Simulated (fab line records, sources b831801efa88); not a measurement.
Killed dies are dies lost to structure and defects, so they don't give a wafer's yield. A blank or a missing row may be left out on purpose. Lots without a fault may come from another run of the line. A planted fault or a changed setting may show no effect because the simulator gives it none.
A struck lot beside a sound one | flow gf180mcu | 17 steps out of a route of 602
Sound: wafers L294.1, L294.2, L294.4. Struck: wafers L286.2, L286.4, L286.5. The cause comes at the end.
At each step with rows: each side's tool, then ch and its chambers, then its first start. Under that, the readings that differ: sound wafers | struck wafers | difference of the means | sigmas: that difference in standard deviations of wafers without a fault.
alike: readings whose means differ by less than 2 such deviations, and words and numbers that are the same on both sides. not compared: withheld readings, readings that some wafer has no value for, bounds like >300 that may hide the same value, and numbers for which the record gives no deviation and whose values overlap.
The two part at a step that has a row with sigmas, a row that says differs or no value, or rows on one side only. Numbers that don't overlap but have no deviation are shown without sigmas and don't part them. A reading that every wafer of one side lacks parts them only if that side has two wafers or more.

first, 6 steps without rows for these wafers: GF_M1_HMDS_08 (prime time 60 s); GF_M1_COAT_09 (resist thk 1000 nm); GF_M1_SOFTBAKE_10 (time 60 s); GF_M1_EXPOSE_11 (exposes mask Metal1, target cd 230 nm); GF_M1_PEB_12 (peb time 90 s); GF_M1_DEVELOP_13 (develop time 60 s).
GF_M1_CD_MEAS_14: target cd 230 nm.
  sound on cd_sem-02, day 23 17:13; struck on cd_sem-01, day 20 22:26
  alike: cd_nm
GF_M1_OVL_MEAS_15:
  sound on overlay-01, day 23 17:20; struck on overlay-02, day 20 22:32
  reading     | sound    | struck | difference | sigmas
  M1_OVL (nm) | -13 0 -7 | 11 9 4 | +15        | +3
GF_M1_METAL_ETCH_16: etches the open film in Cl2/BCl3, stops on SiO2, target depth 627.5 nm, time 104.6 s.
  sound on rie_metal-02 ch 0,1, day 23 17:22; struck on rie_metal-03 ch 0,1, day 20 22:34
  alike: drypump_motor_current_A, oes_product_au, throttle_valve_pct
  not compared: rf_hours_counter_h
GF_M1_STRIP_17: strips in O2/N2.
  sound on plasma_asher-01 ch 0,1, day 23 17:31; struck on plasma_asher-01 ch 1, day 20 22:41
  reading             | sound             | struck            | difference | sigmas
  n2_flow_sccm (sccm) | 300.9 301.6 300.4 | 299.1 299.8 298.3 | -1.9       | -2
  alike: drypump_motor_current_A, heater_power_w, oes_product_au, strip_time_to_endpoint_s
  not compared: rf_hours_counter_h
then, 2 steps without rows for these wafers: GF_M1_STRIP_18 (strips in post etch residue remover, time 1200 s); GF_M1_CLEAN_19 (cleans in DIW).
GF_V1_CVD_00: deposits SiO2, target thk 600 nm, time 100 s.
  sound on hdpcvd-02 ch 0,2, day 23 18:03; struck on hdpcvd-01 ch 1,2, day 20 23:13
  no value came back on the struck wafers for pressure_mtorr (mTorr), run_length_s (s); on the sound wafers pressure_mtorr (mTorr) reads 5.998 6.001 5.997
GF_V1_CVD_02: deposits SiO2 from TEOS, target thk 850 nm, time 94.851 s.
  sound on pecvd-04 ch 0,2, day 23 18:11; struck on pecvd-03 ch 0,1, day 20 23:20
  alike: heater_power_outer_w, heater_power_w
GF_V1_CMP_04: polishes SiO2.
  sound on cmp-02 ch 0,1,3, day 23 18:21; struck on cmp-01 ch 0,1, day 20 23:28
  alike: motor_current_A
GF_V1_BOW_MEAS_05:
  sound on film_metro-04, day 23 18:39; struck on film_metro-04, day 20 23:47
  reading     | sound    | struck   | difference | sigmas
  V1_BOW (um) | 81 79 76 | 55 49 51 | -27        | -4
then, 1 step without rows for these wafers: GF_V1_DEHYDRATE_06 (time 60 s).

WHERE THEY PART
First at GF_M1_OVL_MEAS_15; last, within this record, at GF_V1_BOW_MEAS_05.

WHY: what the simulator had put in
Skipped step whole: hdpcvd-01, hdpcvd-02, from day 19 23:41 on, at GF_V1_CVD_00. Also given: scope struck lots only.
